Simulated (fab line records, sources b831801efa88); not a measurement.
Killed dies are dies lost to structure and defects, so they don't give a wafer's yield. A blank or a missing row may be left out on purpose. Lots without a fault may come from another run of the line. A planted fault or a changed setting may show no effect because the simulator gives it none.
fab line records | flow gf180mcu
record lots=12 wafers=36 last_day=34
route steps=602 shown HV_LDD@228 CONTACT@305 V1@337
lots that met no fault: from a run of the same line without faults
start_h: hours from the record's first day to the start of the lot's first wafer shown | wait_h: hours since the lot's step before | " the same as in the row above | L1.1+2: a row that stands for several wafers | - no value, or no start given | * or withheld: withheld | < > ~ a bound
route shown NAME@n: a module of which the file shows steps, and the number in the route of the first | usual: mean/standard deviation of fault-free wafers | same: alike in all rows | chamber/n: place in a boat | sites: the reading at each site | _std_site: their standard deviation | _edge_site: outer sites' mean less inner sites' | radius_mm: how far each site lies from the wafer's centre | mask NAME#n: copy n | behind: the tool/chamber that last shaped the wafer | hold: why the lot was held/for how many hours/how that ended | device: the transistor (n, p or np) that didn't switch | end of line: the same wafers' tests at the end of the route | a step without rows: its recipe alone | killed: dies lost to structure and defects at the first sort, not the wafer's yield | map: a wafer's dies, x killed, . not, _ none there
set.NAME: the setting as run; set.NAME@STEP: as run at that earlier step | model.NAME: the simulator's own value behind a step, which no gauge read
steps of the route over a sample of lots; a table a step, a row a wafer
services: from which hour (start_h, from the record's first day; less than 0 if before it) a tool's chamber was out of use, for how many hours, and why
## steps
# step GF_HV_LDD_RTA_52
# recipe temp_c=1000 time_s=10 ambient=N2
# usual lamp_power_pct=33.2/1.8 wafer_temp_C_max=1005.4/1.3
# columns lot.wafer tool chamber start_h wait_h lamp_power_pct wafer_temp_C_max
L463.2 rtp_anneal-01 0 279.43 0.0 32.2 1003.8
L463.3 " 0 " " 32.2 1003.9
L463.4 " 0 " " 32.2 1005.3
L464.1 rtp_anneal-01 0 289.91 0.0 32.2 1004.7
L464.5 " 0 " " 32.2 1004.3
L464.6 " 0 " " 32.2 1004.5
L466.2 rtp_anneal-01 0 306.20 0.0 32.2 1005.4
L466.4 " 0 " " 32.2 1005.5
L466.6 " 0 " " 32.2 1004.4
L468.3 rtp_anneal-01 0 322.77 0.0 32.2 1004.5
L468.4 " 0 " " 32.2 1005.3
L468.5 " 0 " " 32.3 1004.3
L467.2 rtp_anneal-02 0 324.18 0.0 36.3 1008.6
L467.5 " 0 " " 36.3 1005.7
L467.6 " 0 " " 36.3 1008.1
L470.2 rtp_anneal-01 0 337.71 0.0 32.2 1006.3
L470.3 " 0 " " 32.2 1004.8
L470.5 " 0 " " 32.2 1003.1
L478.3 rtp_anneal-02 0 411.94 0.0 36.3 1005.3
L478.5 " 0 " " 36.3 1007.6
L478.6 " 0 " " 36.3 1007.8
L479.4 rtp_anneal-01 0 417.84 0.0 32.2 1004.3
L479.5 " 0 " " 32.2 1002.7
L479.6 " 0 " " 32.2 1006.2
L480.3 rtp_anneal-01 0 425.51 0.0 32.2 1004.9
L480.4 " 0 " " 32.2 1003.6
L480.6 " 0 " " 32.2 1005.7
L482.2 rtp_anneal-02 0 436.25 0.0 36.3 1007.2
L482.5 " 0 " " 36.3 1006.2
L482.6 " 0 " " 36.3 1007.4
L481.1 rtp_anneal-01 0 438.16 0.0 32.2 1006.4
L481.3 " 0 " " 32.2 1005.8
L481.5 " 0 " " 32.2 1005.1
L483.2 rtp_anneal-02 0 447.11 0.0 36.3 1006.5
L483.5 " 0 " " 36.3 1007.3
L483.6 " 0 " " 36.4 1006.1
# step GF_HV_LDD_CVD_56
# recipe material=Si3N4 precursor=DCS/NH3 target_thk_nm=90 temp_c=770 time_s=1543 pressure_mtorr=250
# usual spike_tc_centre_C=771.1/1.5
# columns lot.wafer tool chamber start_h wait_h spike_tc_centre_C
L463.2 lpcvd-01 1 280.68 0.0 772.3
L463.3 " 1 " " 773.4
L463.4 " 1 " " 771.7
L464.1 lpcvd-02 1 291.18 0.1 771.7
L464.5 " 1 " " 771.5
L464.6 " 1 " " 770.2
L466.2 lpcvd-02 1 307.45 0.0 771.3
L466.4 " 1 " " 771.8
L466.6 " 1 " " 771.3
L468.3 lpcvd-02 0 324.02 0.0 771.5
L468.4 " 0 " " 771.1
L468.5 " 0 " " 770.7
L467.2 lpcvd-02 0 325.88 0.0 772.3
L467.5 " 0 " " 773.1
L467.6 " 0 " " 770.2
L470.2 lpcvd-01 1 338.97 0.0 771.8
L470.3 " 1 " " 770.5
L470.5 " 1 " " 771.4
L478.3 lpcvd-02 0 414.46 1.3 772.3
L478.5 " 0 " " 772.1
L478.6 " 0 " " 772.3
L479.4 lpcvd-02 0 419.64 0.0 773.5
L479.5 " 0 " " 771.7
L479.6 " 0 " " 771.0
L480.3 lpcvd-02 0 426.75 0.0 772.3
L480.4 " 0 " " 773.5
L480.6 " 0 " " 772.8
L482.2 lpcvd-01 0 437.50 0.0 771.1
L482.5 " 0 " " 769.4
L482.6 " 0 " " 770.8
L481.1 lpcvd-01 0 439.94 0.1 770.9
L481.3 " 0 " " 769.8
L481.5 " 0 " " 769.6
L483.2 lpcvd-02 1 448.92 0.0 770.3
L483.5 " 1 " " 771.6
L483.6 " 1 " " 771.0
# step GF_HV_LDD_THK_MEAS_57
# recipe reads=Si3N4_of_HV_LDD_CVD_56
# usual HV_LDD_CVD_56_THK=90.3/0.81
# columns lot.wafer tool chamber start_h wait_h HV_LDD_CVD_56_THK[nm]
L463.2 film_metro-01 - 282.12 0.0 89.1
L463.3 " - " " 88.6
L463.4 " - " " 88.8
L464.1 film_metro-01 - 292.61 0.0 91.7
L464.5 " - " " 91.0
L464.6 " - " " 91.2
L466.2 film_metro-04 - 308.89 0.0 92.1
L466.4 " - " " 90.7
L466.6 " - " " 90.5
L468.3 film_metro-01 - 325.47 0.0 97.8
L468.4 " - " " 97.4
L468.5 " - " " 98.0
L467.2 film_metro-04 - 327.32 0.0 97.5
L467.5 " - " " 98.1
L467.6 " - " " 96.9
L470.2 film_metro-02 - 340.41 0.0 90.2
L470.3 " - " " 90.3
L470.5 " - " " 90.4
L478.3 film_metro-02 - 415.91 0.0 89.9
L478.5 " - " " 89.8
L478.6 " - " " 90.2
L479.4 film_metro-01 - 421.10 0.0 90.2
L479.5 " - " " 90.5
L479.6 " - " " 90.6
L480.3 film_metro-04 - 428.20 0.0 89.4
L480.4 " - " " 89.9
L480.6 " - " " 88.7
L482.2 film_metro-02 - 438.94 0.0 89.8
L482.5 " - " " 89.7
L482.6 " - " " 89.8
L481.1 film_metro-04 - 441.37 0.0 88.9
L481.3 " - " " 89.7
L481.5 " - " " 88.6
L483.2 film_metro-01 - 450.36 0.0 90.1
L483.5 " - " " 90.6
L483.6 " - " " 90.6
# step GF_HV_LDD_ETCHBACK_58
# recipe chemistry=CH3F/O2 target=Si3N4 stop_on=SiO2 source_w=400 bias_w=80 pressure_mtorr=25 ch3f_flow_sccm=40 O2_flow_sccm=30 time_s=100 target_depth_a=900
# usual O2_flow_sccm=30.01/0.093 drypump_motor_current_A=5.8/0.35 oes_product_au=0.844/0.0066 throttle_valve_pct=10.562/0.009
# columns lot.wafer tool chamber start_h wait_h O2_flow_sccm drypump_motor_current_A oes_product_au rf_hours_counter_h throttle_valve_pct
L463.2 rie_diel-02 2 282.17 0.0 29.99 5.7 0.834 3 10.552
L463.3 " 3 " " 30.17 6.2 0.828 126 10.559
L463.4 " 0 " " 30.05 6.0 0.840 15 10.569
L464.1 rie_diel-04 3 292.67 0.1 30.04 5.6 0.853 59 10.554
L464.5 " 1 " " 30.01 5.7 0.851 - 10.560
L464.6 " 0 " " 30.01 6.0 0.845 - 10.550
L466.2 rie_diel-03 1 308.94 0.0 30.08 6.4 0.858 62 10.555
L466.4 " 3 " " 30.21 5.6 0.842 34 10.561
L466.6 " 1 " " 29.88 6.4 0.838 - 10.561
L468.3 rie_diel-04 0 325.51 0.0 30.01 6.0 0.883 8 10.575
L468.4 " 2 " " 29.88 6.3 0.875 - 10.563
L468.5 " 3 " " 30.00 5.6 0.888 - 10.558
L467.2 rie_diel-03 1 327.37 0.0 30.03 6.4 0.876 62 10.544
L467.5 " 2 " " 30.11 5.1 0.893 - 10.562
L467.6 " 1 " " 29.99 6.4 0.874 - 10.565
L470.2 rie_diel-02 3 340.46 0.0 29.86 6.2 0.845 0 10.571
L470.3 " 1 " " 30.26 5.7 0.847 74 10.553
L470.5 " 3 " " 29.93 6.2 0.850 - 10.552
L478.3 rie_diel-02 2 415.95 0.0 29.92 5.7 0.836 5 10.561
L478.5 " 0 " " 30.01 6.0 0.844 - 10.566
L478.6 " 3 " " 30.04 6.2 0.837 - 10.554
L479.4 rie_diel-03 0 421.13 0.0 29.99 5.9 0.847 49 10.557
L479.5 " 0 " " 29.86 5.9 0.850 - 10.571
L479.6 " 3 " " 30.00 5.6 0.850 - 10.545
L480.3 rie_diel-04 0 428.24 0.0 29.92 6.0 0.838 11 10.573
L480.4 " 1 " " 30.25 5.8 0.838 73 10.573
L480.6 " 0 " " 29.98 6.0 0.830 - 10.556
L482.2 rie_diel-03 0 438.99 0.0 29.87 5.9 0.841 50 10.554
L482.5 " 1 " " 29.87 6.4 0.835 - 10.559
L482.6 " 0 " " 29.85 5.9 0.840 - 10.570
L481.1 rie_diel-04 1 441.43 0.1 30.14 5.8 0.836 73 10.542
L481.3 " 0 " " 29.98 6.0 0.844 11 10.565
L481.5 " 2 " " 29.96 6.2 0.837 - 10.564
L483.2 rie_diel-04 3 450.41 0.0 29.99 5.5 0.837 63 10.550
L483.5 " 0 " " 29.89 6.0 0.850 - 10.555
L483.6 " 1 " " 30.10 5.8 0.843 - 10.571
# step GF_CONTACT_STRIP_18
# recipe chemistry=O2/N2 power_w=1400 pressure_mtorr=1500 platen_temp_c=250 o2_flow_sccm=3000 n2_flow_sccm=300 overash_fraction=0.5
# usual drypump_motor_current_A=5.6/0.59 heater_power_w=370/40 oes_product_au=0.582/0.0046
# columns lot.wafer tool chamber start_h wait_h drypump_motor_current_A heater_power_w oes_product_au rf_hours_counter_h
L463.2 plasma_asher-03 1 367.84 - 4.7 303 0.577 60
L463.3 " 1 " " 4.7 298 0.586 -
L463.4 " 0 " " 6.0 336 0.587 -
L464.1 plasma_asher-04 0 378.75 - 4.9 375 0.578 72
L464.5 " 0 " " 4.9 379 0.584 -
L464.6 " 1 " " 6.2 427 0.575 -
L466.2 plasma_asher-04 0 395.27 - 4.9 382 0.586 74
L466.4 " 0 " " 4.9 384 0.591 -
L466.6 " 1 " " 6.2 418 0.585 -
L468.3 plasma_asher-03 1 417.98 - 4.7 300 0.580 -
L468.4 " 0 " " 5.9 333 0.582 -
L468.5 " 1 " " 4.7 310 0.588 -
L467.2 plasma_asher-01 0 419.12 - 6.1 377 0.584 76
L467.5 " 1 " " 5.7 359 0.583 -
L467.6 " 0 " " 6.0 369 0.576 -
L470.2 plasma_asher-03 0 436.35 - 5.9 341 0.585 67
L470.3 " 1 " " 4.7 305 0.582 -
L470.5 " 1 " " 4.7 305 0.576 -
L478.3 plasma_asher-01 1 515.65 - 5.7 336 0.581 -
L478.5 " 0 " " 6.1 343 0.581 -
L478.6 " 1 " " 5.7 340 0.586 -
L479.4 plasma_asher-01 0 521.05 - 6.0 357 0.582 -
L479.5 " 1 " " 5.8 345 0.577 -
L479.6 " 0 " " 6.1 356 0.579 -
L480.3 plasma_asher-04 0 526.15 - 4.9 370 0.580 -
L480.4 " 1 " " 6.2 436 0.576 -
L480.6 " 0 " " 4.9 374 0.584 -
L482.2 plasma_asher-04 1 534.66 - 6.2 433 0.584 89
L482.5 " 1 " " 6.2 432 0.590 -
L482.6 " 0 " " 4.9 382 0.584 -
L481.1 plasma_asher-04 0 540.94 - 4.9 381 0.583 89
L481.3 " 0 " " 4.9 389 0.581 -
L481.5 " 1 " " 6.2 428 0.590 -
L483.2 plasma_asher-04 1 546.84 - 6.2 420 0.575 90
L483.5 " 0 " " 4.9 374 0.579 -
L483.6 " 1 " " 6.2 424 0.584 -
# step GF_V1_CVD_02
# recipe material=SiO2 target_thk_nm=850 precursor=TEOS temp_c=400 time_s=94.851 rf_w=600
# usual heater_power_w=606/68
# columns lot.wafer tool chamber start_h wait_h heater_power_w
L463.2 pecvd-03 1 392.79 0.0 612
L463.3 " 2 " " 626
L463.4 " 1 " " 497
L464.1 pecvd-03 2 403.90 0.1 562
L464.5 " 2 " " 605
L464.6 " 0 " " 507
L466.2 pecvd-01 1 421.91 0.0 751
L466.4 " 2 " " 520
L466.6 " 1 " " 816
L468.3 pecvd-02 0 444.62 0.0 534
L468.4 " 2 " " 686
L468.5 " 0 " " 593
L467.2 pecvd-03 0 445.67 0.0 576
L467.5 " 1 " " 550
L467.6 " 0 " " 632
L470.2 pecvd-03 0 461.94 0.0 557
L470.3 " 2 " " 662
L470.5 " 2 " " 504
L478.3 pecvd-03 0 542.11 0.0 599
L478.5 " 0 " " 628
L478.6 " 1 " " 481
L479.4 pecvd-02 2 545.90 0.1 661
L479.5 " 1 " " 622
L479.6 " 0 " " 619
L480.3 pecvd-03 1 551.90 0.0 618
L480.4 " 1 " " 636
L480.6 " 0 " " 594
L482.2 pecvd-03 2 560.58 0.0 608
L482.5 " 1 " " 625
L482.6 " 2 " " 652
L481.1 pecvd-02 0 565.59 0.1 621
L481.3 " 2 " " 693
L481.5 " 1 " " 529
L483.2 pecvd-02 1 571.74 0.0 666
L483.5 " 2 " " 580
L483.6 " 1 " " 538
## services
# columns tool chamber start_h hours kind
pecvd-02 1 262.69 25.9 repair
rtp_anneal-01 - 272.48 3.9 pm
rie_diel-02 2 285.29 3.7 repair
plasma_asher-03 - 286.62 2.6 repair
rie_diel-04 2 290.46 3.6 repair
rie_diel-04 1 298.64 4.7 repair
rie_diel-04 1 322.50 4.4 repair
rie_diel-03 2 333.10 8.1 repair
rie_diel-03 0 334.78 2.5 repair
rie_diel-04 - 341.28 0.4 repair
rie_diel-03 1 352.21 3.1 repair
rtp_anneal-02 - 357.75 4.4 pm
pecvd-02 - 368.90 14.0 pm
rie_diel-03 0 394.53 15.8 repair
pecvd-03 1 409.70 20.2 repair
pecvd-03 1 432.26 13.4 repair
rie_diel-04 - 458.37 2.8 pm
rie_diel-04 - 470.62 14.6 pm
lpcvd-02 - 483.60 2.8 pm
rie_diel-03 3 493.27 3.3 repair
plasma_asher-04 - 499.82 3.9 repair
lpcvd-02 - 532.35 6.0 pm
plasma_asher-04 - 562.44 2.8 pm
rie_diel-04 1 568.48 3.2 repair
## key
first_sign step=GF_HV_LDD_THK_MEAS_57 reading=HV_LDD_CVD_56_THK direction=up sigmas=9.1 usual=90.3 struck=97.6
effect step=GF_HV_LDD_ETCHBACK_58 reading=oes_product_au direction=up sigmas=5.7 usual=0.844 struck=0.882
met_at GF_HV_LDD_CVD_56
struck_lots L467,L468
tester_left_out L467,L468
not_acting_at GF_HV_LDD_RTA_52,GF_CONTACT_STRIP_18,GF_V1_CVD_02
fault kind=process_parameter_drift tool=lpcvd-02 chamber=- onset_h=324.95 steps=GF_HV_LDD_CVD_56 channel=target_thk_nm offset=6.3693 shape=step end_h=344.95 acts_in=these_recipes_only stated=90
# tester_left_out: of these lots the tester's yield and bins aren't shown, on N5 and GAA mostly nor the transistor test; their killed dies are dies lost to structure and defects alone, not to doping, threshold or leakage, so they don't give the yield
